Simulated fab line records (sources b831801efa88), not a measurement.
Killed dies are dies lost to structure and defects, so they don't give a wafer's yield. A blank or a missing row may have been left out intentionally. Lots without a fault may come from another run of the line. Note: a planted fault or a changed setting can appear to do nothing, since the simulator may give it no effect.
Matching of chambers	flow gf180mcu	cmp-01 running GF_V5_CMP_04: 4 sister chambers
The step polishes SiO2. 14 wafers are shown with their chamber, then 7 later ones without.

EACH WAFER AND ITS CHAMBER
wafer	chamber	motor_current_A (A)	platen_rpm (rpm)	slurry_filter_dp_kPa (kPa)
L565.2	2	11.9	60.03	13.48
L565.5	1	13.5	60.04	13.54
L565.6	2	11.8	59.96	13.59
L566.1	2	12.3	59.98	13.49
L566.3	1	12.4	59.97	13.29
L566.5	1	13.1	59.95	13.47
L567.2	0	12.7	59.99	13.48
L567.5	3	11.6	60.07	13.35
L567.6	2	11.8	60.07	13.39
L569.2	1	14.2	59.95	13.56
L569.3	0	12.8	60.01	13.50
L569.5	0	12.5	60.00	13.45
L570.1	0	12.4	60.05	13.62
L570.2	1	12.7	59.94	13.53

SIGNATURES (averages over the wafers above)
reading	chamber 0	chamber 1	chamber 2	chamber 3	scatter within a chamber
motor_current_A	12.600	13.180	11.950	11.600	0.475
platen_rpm	60.0125	59.9700	60.0100	60.0700	0.0401
slurry_filter_dp_kPa	13.5125	13.4780	13.4875	13.3500	0.0924
Rule: a wafer's distance from a chamber is the root of the sum, over the readings, of the square of ((its reading less the chamber's mean) divided by the reading's scatter). The wafer belongs to the nearest chamber; if the next one is less than 2 further off, it can't be placed. The scatter: the root of (the sum of the squares of (reading less its chamber's mean) over the shown wafers, divided by (wafers less chambers)).

WAFERS WITH NO CHAMBER GIVEN
wafer	motor_current_A (A)	platen_rpm (rpm)	slurry_filter_dp_kPa (kPa)
L570.5	11.5	59.99	13.63
L571.2	12.6	60.06	13.44
L571.5	12.4	60.01	13.34
L571.6	12.9	60.00	13.32
L574.1	11.3	60.05	13.43
L574.2	12.0	59.96	13.52
L574.3	13.2	59.97	13.44

WHICH CHAMBER EACH WENT THROUGH
wafer	from the rows above	in truth
L570.5	can't be placed: 2 or 0 or 3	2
L571.2	can't be placed: 0 or 2 or 3 or 1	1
L571.5	can't be placed: 2 or 0 or 3 or 1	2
L571.6	can't be placed: 1 or 0 or 2 or 3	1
L574.1	can't be placed: 3 or 2 or 0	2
L574.2	can't be placed: 2 or 0 or 1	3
L574.3	can't be placed: 1 or 0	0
Placed correctly: 0 of 7. From these rows, 7 cannot be placed; in 6 the true chamber is one of the candidates. 0 placed wrongly.
